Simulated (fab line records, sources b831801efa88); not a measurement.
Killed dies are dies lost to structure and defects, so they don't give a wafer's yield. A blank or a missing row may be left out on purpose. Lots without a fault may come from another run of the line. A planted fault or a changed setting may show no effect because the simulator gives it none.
Chamber matching | flow gf180mcu | GF_V1_CMP_04 on cmp-01: 4 sister chambers
The step polishes SiO2. 14 wafers are shown with their chamber, then 7 later ones without.

WAFERS WITH THEIR CHAMBER
wafer  | chamber | motor_current_A (A) | time_to_endpoint_s (s)
L079.2 | 3       | 13.9                | 75
L079.3 | 1       | 12.5                | 77
L079.5 | 1       | 12.7                | 82
L084.2 | 0       | 11.3                | 84
L084.3 | 2       | 10.5                | 82
L084.6 | 3       | 13.7                | 78
L087.3 | 3       | 13.8                | 67
L087.4 | 2       | 10.1                | 81
L087.5 | 3       | 13.3                | 79
L088.2 | 1       | 12.9                | 76
L088.4 | 3       | 13.6                | 79
L088.5 | 2       | 10.2                | 86
L094.2 | 2       | 10.5                | 87
L094.5 | 2       | 10.6                | 87

SIGNATURES (means of the wafers above)
reading            | chamber 0 | chamber 1 | chamber 2 | chamber 3 | scatter within a chamber
motor_current_A    | 11.300    | 12.700    | 10.380    | 13.660    | 0.219
time_to_endpoint_s | 84.00     | 78.33     | 84.60     | 75.60     | 3.96
Rule: a wafer's distance from a chamber is the root of the sum, over the readings, of the square of ((its reading less the chamber's mean) divided by the reading's scatter). The wafer belongs to the nearest chamber; if the next one is less than 2 further off, it can't be placed. The scatter: the root of (the sum of the squares of (reading less its chamber's mean) over the shown wafers, divided by (wafers less chambers)).

WAFERS WITHOUT THEIR CHAMBER
wafer  | motor_current_A (A) | time_to_endpoint_s (s)
L094.6 | 13.6                | 83
L095.1 | 10.6                | 76
L095.4 | 13.8                | 77
L095.5 | 11.6                | 83
L097.1 | 12.3                | 84
L097.5 | 12.1                | 87
L097.6 | 11.6                | 94

WHICH CHAMBER EACH WENT THROUGH
wafer  | from the rows above     | in truth
L094.6 | 3                       | 3
L095.1 | can't be placed: 2 or 0 | 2
L095.4 | 3                       | 3
L095.5 | 0                       | 0
L097.1 | 1                       | 1
L097.5 | can't be placed: 1 or 0 | 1
L097.6 | 0                       | 0
Placed correctly: 5 of 7. Can't be placed from these rows: 2 (the true chamber is among the candidates in 2). Placed wrongly: 0.
